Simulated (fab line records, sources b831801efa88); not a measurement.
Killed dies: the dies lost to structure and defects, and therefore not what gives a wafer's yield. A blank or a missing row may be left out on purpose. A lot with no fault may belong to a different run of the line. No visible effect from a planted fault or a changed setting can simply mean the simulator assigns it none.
fab line records	flow gf180mcu
record lots=12	wafers=36	lastDay=33
route steps=602 shown STI@11 LVPWELL@64 VT_IMPLANT@99
lots untouched by any fault: they come from a run of this same line in which no faults occurred
startH: start of the lot's first displayed wafer, in hours after the record's first day	waitH: hours from the lot's prior step to this one	" unchanged from the row above	L1.1+2: a row that stands for several wafers	- no value present, or no start provided	* or withheld: withheld	< > ~ a bound
route shown NAME@n: NAME is a module with steps in the file, n the number in the route of the first one	usual: mean and standard deviation over wafers with no fault	same: alike in all rows	chamber/n: place in a boat	sites: each site's reading	_std_site: how widely they spread, as a standard deviation	_edge_site: inner sites' mean taken away from outer sites' mean	radiusMm: for every site, how far away it sits from the centre of the wafer	mask NAME#n: copy n	behind: the tool/chamber that last shaped the wafer	hold: what put the lot on hold/how long, in hours/how the hold closed	device: names the non-switching transistor (n, p or np)	end of line: tests run on the same wafers once the route is complete	where a step has no rows: the recipe by itself	killed: count of dies lost to structure and defects at first sort (not the wafer's yield)	map: a wafer's dies, x killed, . not, _ none there
set.NAME: setting as actually run; set.NAME@STEP: the setting as run at that earlier step	model.NAME: the simulator's own value behind a step, which no gauge read
route steps across a sampled set of lots; one table per step, one row per wafer
services: when a tool's chamber went out of use (startH, in hours from the record's first day, below 0 if earlier), for how many hours, and the reason
## steps
# step GF_STI_PEB_10
# recipe pebTempC=135.5	pebTimeS=90	resist=KrF
# usual resistLineTempC=23.03/0.096
lot.wafer	tool	chamber	startH	waitH	resistLineTempC
L395.1	lithoTrack-04	0	27.46	-	23.16
L395.2	"	0	"	"	23.04
L395.4	"	0	"	"	23.02
L396.1	lithoTrack-02	0	30.45	-	23.19
L396.4	"	0	"	"	22.88
L396.6	"	0	"	"	23.05
L397.1	lithoTrack-04	0	34.76	-	22.98
L397.2	"	0	"	"	23.09
L397.4	"	0	"	"	22.97
L398.1	lithoTrack-04	0	40.51	-	22.96
L398.2	"	0	"	"	22.88
L398.4	"	0	"	"	23.01
L399.2	lithoTrack-04	0	45.49	-	23.12
L399.4	"	0	"	"	23.14
L399.5	"	0	"	"	23.14
L400.3	lithoTrack-02	0	50.36	-	22.92
L400.4	"	0	"	"	23.01
L400.5	"	0	"	"	23.00
L401.4	lithoTrack-04	0	54.91	-	23.05
L401.5	"	0	"	"	23.30
L401.6	"	0	"	"	23.06
L402.4	lithoTrack-03	0	60.91	-	22.99
L402.5	"	0	"	"	23.08
L402.6	"	0	"	"	22.97
L406.2	lithoTrack-04	0	81.79	-	23.13
L406.3	"	0	"	"	22.99
L406.4	"	0	"	"	22.99
L411.4	lithoTrack-03	0	110.66	-	22.88
L411.5	"	0	"	"	22.92
L411.6	"	0	"	"	23.02
L412.3	lithoTrack-03	0	112.98	-	22.92
L412.5	"	0	"	"	22.92
L412.6	"	0	"	"	23.08
L413.1	lithoTrack-04	0	117.65	-	23.06
L413.2	"	0	"	"	23.09
L413.3	"	0	"	"	23.05
# step GF_STI_CD_MEAS_12
# recipe targetCdNm=220
# usual cdNm=220.2/1.1
lot.wafer	tool	chamber	startH	waitH	cdNm
L395.1	cdSem-01	-	27.97	0.3	219.3
L395.2	"	-	"	"	221.4
L395.4	"	-	"	"	221.1
L396.1	cdSem-02	-	30.80	0.1	219.8
L396.4	"	-	"	"	219.9
L396.6	"	-	"	"	219.1
L397.1	cdSem-02	-	35.11	0.1	219.8
L397.2	"	-	"	"	220.9
L397.4	"	-	"	"	222.8
L398.1	cdSem-02	-	40.86	0.1	221.1
L398.2	"	-	"	"	221.3
L398.4	"	-	"	"	220.6
L399.2	cdSem-02	-	45.83	0.1	221.4
L399.4	"	-	"	"	219.8
L399.5	"	-	"	"	220.7
L400.3	cdSem-01	-	50.68	0.1	217.9
L400.4	"	-	"	"	218.8
L400.5	"	-	"	"	218.7
L401.4	cdSem-01	-	55.22	0.1	220.0
L401.5	"	-	"	"	220.2
L401.6	"	-	"	"	220.7
L402.4	cdSem-01	-	61.22	0.1	220.1
L402.5	"	-	"	"	220.6
L402.6	"	-	"	"	220.3
L406.2	cdSem-01	-	82.12	0.1	220.5
L406.3	"	-	"	"	218.5
L406.4	"	-	"	"	219.7
L411.4	cdSem-01	-	110.97	0.1	218.9
L411.5	"	-	"	"	216.3
L411.6	"	-	"	"	219.6
L412.3	cdSem-01	-	113.30	0.1	216.7
L412.5	"	-	"	"	214.5
L412.6	"	-	"	"	219.1
L413.1	cdSem-01	-	118.00	0.1	220.9
L413.2	"	-	"	"	220.5
L413.3	"	-	"	"	220.7
# step GF_LVPWELL_STRIP_10
# recipe chemistry=O2/N2	powerW=1400	pressureMtorr=1500	platenTempC=250	o2FlowSccm=3000	n2FlowSccm=300	overashFraction=0.5
# usual drypumpMotorCurrentA=5.5/0.33	heaterPowerW=316/42	oesProductAu=0.722/0.0045	stripTimeToEndpointS=36.98/0.12
lot.wafer	tool	chamber	startH	waitH	drypumpMotorCurrentA	heaterPowerW	oesProductAu	rfHoursCounterH	stripTimeToEndpointS
L395.1	plasmaAsher-03	0	71.19	0.1	5.3	345	0.724	41	37.01
L395.2	"	1	"	"	5.3	335	0.728	41	37.17
L395.4	"	1	"	"	5.3	336	0.726	-	37.04
L396.1	plasmaAsher-03	0	74.79	0.1	5.3	344	0.728	41	36.86
L396.4	"	0	"	"	5.3	337	0.723	-	36.87
L396.6	"	0	"	"	5.3	352	0.721	-	37.00
L397.1	plasmaAsher-03	0	80.89	0.1	5.3	335	0.722	42	37.05
L397.2	"	1	"	"	5.4	333	0.717	42	37.24
L397.4	"	0	"	"	5.3	342	0.725	-	37.19
L398.1	plasmaAsher-03	0	83.75	0.1	5.4	338	0.719	42	37.10
L398.2	"	1	"	"	5.3	342	0.723	42	37.05
L398.4	"	1	"	"	5.4	344	0.717	-	37.16
L399.2	plasmaAsher-03	0	89.19	0.1	5.3	337	0.725	43	37.28
L399.4	"	0	"	"	5.3	345	0.721	-	37.17
L399.5	"	1	"	"	5.3	332	0.719	-	37.27
L400.3	plasmaAsher-02	1	96.58	0.1	4.9	249	0.721	-	36.99
L400.4	"	0	"	"	5.6	286	0.722	-	37.00
L400.5	"	0	"	"	5.6	282	0.720	-	37.04
L401.4	plasmaAsher-02	0	101.18	0.1	5.6	284	0.715	-	36.93
L401.5	"	1	"	"	5.0	259	0.723	-	36.90
L401.6	"	0	"	"	5.6	278	0.717	-	36.96
L402.4	plasmaAsher-01	1	106.62	0.1	5.3	374	0.719	-	36.89
L402.5	"	0	"	"	6.0	289	0.724	-	36.73
L402.6	"	1	"	"	5.3	369	0.731	-	36.90
L406.2	plasmaAsher-01	0	134.54	0.1	6.0	292	0.714	33	37.01
L406.3	"	1	"	"	5.3	377	0.724	-	36.96
L406.4	"	0	"	"	6.0	293	0.718	-	36.92
L412.3	plasmaAsher-03	1	165.22	0.1	5.4	336	0.718	-	36.82
L412.5	"	0	"	"	5.4	342	0.714	-	36.74
L412.6	"	1	"	"	5.4	345	0.731	-	36.75
L411.4	plasmaAsher-02	1	166.02	0.1	5.0	253	0.725	-	37.25
L411.5	"	0	"	"	5.6	282	0.727	-	37.15
L411.6	"	1	"	"	4.9	259	0.723	-	37.13
L413.1	plasmaAsher-01	0	169.50	0.1	6.0	296	0.728	37	36.98
L413.2	"	1	"	"	5.4	373	0.724	37	37.02
L413.3	"	1	"	"	5.4	375	0.722	-	36.91
# step GF_VT_IMPLANT_STRIP_09
# recipe chemistry=O2/N2	powerW=1400	pressureMtorr=1500	platenTempC=250	o2FlowSccm=3000	n2FlowSccm=300	overashFraction=0.5
# usual drypumpMotorCurrentA=5.6/0.38	heaterPowerW=305/46	oesProductAu=0.716/0.0046	stripTimeToEndpointS=12.63/0.04
lot.wafer	tool	chamber	startH	waitH	drypumpMotorCurrentA	heaterPowerW	oesProductAu	rfHoursCounterH	stripTimeToEndpointS
L395.1	plasmaAsher-02	0	113.10	0.1	5.6	276	0.711	48	12.71
L395.2	"	1	"	"	5.0	254	0.719	48	12.70
L395.4	"	1	"	"	5.0	248	0.722	-	12.74
L396.1	plasmaAsher-02	1	118.29	0.1	5.0	254	0.718	48	12.65
L396.4	"	1	"	"	5.0	250	0.720	-	12.61
L396.6	"	1	"	"	5.0	246	0.717	-	12.67
L397.1	plasmaAsher-01	0	121.99	0.1	6.0	292	0.717	31	12.70
L397.2	"	1	"	"	5.3	373	0.706	31	12.71
L397.4	"	0	"	"	6.0	288	0.718	-	12.71
L398.1	plasmaAsher-04	1	126.58	0.1	5.9	370	0.721	1	12.66
L398.2	"	0	"	"	5.9	295	0.721	1	12.63
L398.4	"	1	"	"	5.9	366	0.715	-	12.63
L399.2	plasmaAsher-01	0	132.93	0.1	6.0	288	0.728	33	12.65
L399.4	"	0	"	"	6.0	294	0.722	-	12.62
L399.5	"	1	"	"	5.4	376	0.718	-	12.65
L400.3	plasmaAsher-02	1	141.63	0.1	4.9	255	0.715	-	12.65
L400.4	"	0	"	"	5.6	275	0.718	-	12.64
L400.5	"	0	"	"	5.6	281	0.716	-	12.63
L401.4	plasmaAsher-01	1	145.13	0.1	5.3	367	0.710	-	12.68
L401.5	"	1	"	"	5.3	370	0.714	-	12.62
L401.6	"	0	"	"	6.1	291	0.719	-	12.64
L402.4	plasmaAsher-01	0	152.58	0.1	6.0	292	0.716	-	12.62
L402.5	"	1	"	"	5.3	375	0.725	-	12.63
L402.6	"	0	"	"	6.0	281	0.715	-	12.65
L406.2	plasmaAsher-01	0	183.73	0.1	6.0	289	0.718	38	12.62
L406.3	"	1	"	"	5.3	382	0.719	-	12.62
L406.4	"	0	"	"	6.0	291	0.719	-	12.65
L412.3	plasmaAsher-01	1	217.16	0.1	5.3	376	0.724	-	12.57
L412.5	"	1	"	"	5.4	375	0.713	-	12.60
L412.6	"	0	"	"	6.0	300	0.709	-	12.62
L411.4	plasmaAsher-02	1	217.54	0.1	4.9	250	0.703	-	12.66
L411.5	"	1	"	"	5.0	256	0.715	-	12.70
L411.6	"	0	"	"	5.6	281	0.720	-	12.64
L413.1	plasmaAsher-02	1	221.69	0.1	5.0	257	0.714	59	12.62
L413.2	"	0	"	"	5.6	274	0.722	59	12.58
L413.3	"	1	"	"	4.9	253	0.714	-	12.57
# step GF_VT_IMPLANT_OVL_MEAS_40
# usual VT_IMPLANT_03_OVL=-0.3/1.5
lot.wafer	tool	chamber	startH	waitH	VT_IMPLANT_03_OVL[nm]
L395.1	overlay-01	-	157.96	0.1	-3.2
L395.2	"	-	"	"	-1.4
L395.4	"	-	"	"	-0.4
L396.1	overlay-01	-	163.21	0.1	-0.8
L396.4	"	-	"	"	-0.7
L396.6	"	-	"	"	-0.2
L397.1	overlay-01	-	167.56	0.1	0.4
L397.2	"	-	"	"	-0.3
L397.4	"	-	"	"	-0.9
L398.1	overlay-01	-	173.69	0.1	1.2
L398.2	"	-	"	"	-0.8
L398.4	"	-	"	"	0.2
L399.2	overlay-01	-	180.07	0.1	-0.6
L399.4	"	-	"	"	-1.5
L399.5	"	-	"	"	-0.6
L400.3	overlay-01	-	188.67	0.1	2.0
L400.4	"	-	"	"	1.7
L400.5	"	-	"	"	0.8
L401.4	overlay-01	-	194.53	0.1	1.4
L401.5	"	-	"	"	0.2
L401.6	"	-	"	"	0.1
L402.4	overlay-02	-	202.36	0.1	-2.2
L402.5	"	-	"	"	-0.4
L402.6	"	-	"	"	-0.6
L406.2	overlay-02	-	236.00	0.1	0.2
L406.3	"	-	"	"	-1.0
L406.4	"	-	"	"	-1.0
L412.3	overlay-01	-	273.31	0.1	0.8
L412.5	"	-	"	"	0.2
L412.6	"	-	"	"	1.3
L411.4	overlay-02	-	273.62	0.1	-1.7
L411.5	"	-	"	"	-1.5
L411.6	"	-	"	"	-2.3
L413.1	overlay-02	-	277.76	0.1	0.0
L413.2	"	-	"	"	0.3
L413.3	"	-	"	"	1.2
## services
tool	chamber	startH	hours	kind
plasmaAsher-01	-	63.49	0.5	repair
lithoTrack-03	-	67.57	-	consumableReplace:filter
plasmaAsher-04	-	108.82	9.0	pm
plasmaAsher-04	0	108.82	9.0	ventCycle
plasmaAsher-04	1	108.82	9.0	ventCycle
plasmaAsher-04	0	117.82	-	clean
plasmaAsher-04	1	117.82	-	clean
plasmaAsher-03	-	130.81	1.2	repair
plasmaAsher-04	-	137.06	3.3	repair
plasmaAsher-04	-	141.22	14.1	repair
plasmaAsher-01	-	220.52	2.8	pm
## key
firstSign step=GF_STI_CD_MEAS_12	reading=cdNm	direction=down	sigmas=4.5	usual=220.2	struck=215.4
effect none on later readings
metAt GF_STI_PEB_10
struckLots L411,L412
struckWafers L411.5,L412.5
testerLeftOut L411,L412
notActingAt GF_LVPWELL_STRIP_10,GF_VT_IMPLANT_STRIP_09,GF_VT_IMPLANT_OVL_MEAS_40
onsetBetween 60.91 110.66
fault kind=processParameterDrift	tool=lithoTrack-03	chamber=-	onsetH=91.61	steps=GF_STI_PEB_10	channel=pebTimeS	offset=*	shape=step	endH=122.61	scope=struckWafersOnly	actsIn=*	stated=*
# testerLeftOut: of these lots the tester's yield and bins aren't shown, on N5 and GAA mostly nor the transistor test; their killed dies are dies lost to structure and defects alone, not to doping, threshold or leakage, so they don't give the yield
